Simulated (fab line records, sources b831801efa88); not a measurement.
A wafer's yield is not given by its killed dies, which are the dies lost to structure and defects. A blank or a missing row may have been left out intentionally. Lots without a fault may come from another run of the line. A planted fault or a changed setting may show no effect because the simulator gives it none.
One fault through the eyes of 2 desks + flow gf180mcu + only its own numbers are on each desk; what lay behind them is given at the end

## TOOL OWNER'S DESK, pvd-sputter-03
The tool's own readings at GF_V2_SPUTTER_21 (material Ti, target thk 15 nm, time 80.02 s): means of the sampled wafers that have a number, for each lot that ran on this tool. The brackets show how far a lot's mean lies from the usual mean; more than 4 standard deviations puts the lot out of limits, marked OUT.
Columns: A = cathode-dc-power-W at GF_V2_SPUTTER_21, usual 2500.0 W; B = throttle-valve-pct at GF_V2_SPUTTER_21, usual 30.6 %
| lot  | first seen here | A                        | B    |
|------|-----------------|--------------------------|------|
| L324 | day 20 09:24    | 2500.3                   | 30.9 |
| L328 | day 22 06:03    | 2499.9                   | 30.4 |
| L335 | day 25 03:14    | 2365.3 (-99 or more) OUT | 30.0 |
This desk's finding: out of limits on L335; first on L335, day 25 03:14 (cathode-dc-power-W at GF_V2_SPUTTER_21). Within limits: L324, L328.

## METROLOGY DESK
Means of the sampled wafers that have a number, per lot and without regard to the tool the lot ran on: this is what the gauges read. The brackets show how far a lot's mean lies from the usual mean; more than 4 standard deviations puts the lot out of limits, marked OUT.
Columns: A = V2_W_THK at GF_V2_THK_MEAS_25, usual 353 nm
| lot  | first seen here | A   |
|------|-----------------|-----|
| L324 | day 20 09:45    | 354 |
| L325 | day 20 13:29    | 357 |
| L326 | day 21 07:43    | 354 |
| L328 | day 22 06:23    | 352 |
| L330 | day 22 23:29    | 357 |
| L335 | day 25 03:34    | 354 |
| L338 | day 26 01:03    | 360 |
| L339 | day 26 01:26    | 358 |
| L341 | day 26 16:16    | 350 |
| L342 | day 26 20:13    | 346 |
| L343 | day 27 01:41    | 344 |
| L345 | day 27 11:34    | 359 |
| L346 | day 27 18:51    | 355 |
Finding of this desk: none of the 13 lots has anything out of limits.

## PUT TOGETHER
At day 25 03:14, on L335, the tool owner's desk was in a position to raise an alarm.
The metrology desk saw nothing out of limits.
The metrology desk has L335 on record, within its limits.
All the named lots went through GF_V2_SPUTTER_21 on pvd-sputter-03.

## WHAT HAD BEEN PUT IN BY THE SIMULATOR
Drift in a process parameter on pvd-sputter-03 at GF_V2_SPUTTER_21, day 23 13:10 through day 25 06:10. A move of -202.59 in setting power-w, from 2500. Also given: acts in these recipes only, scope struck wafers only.
Lots struck among those shown: L335.
Delay in hours, fault start to first out-of-limits reading, by desk: the tool owner's desk at 38.
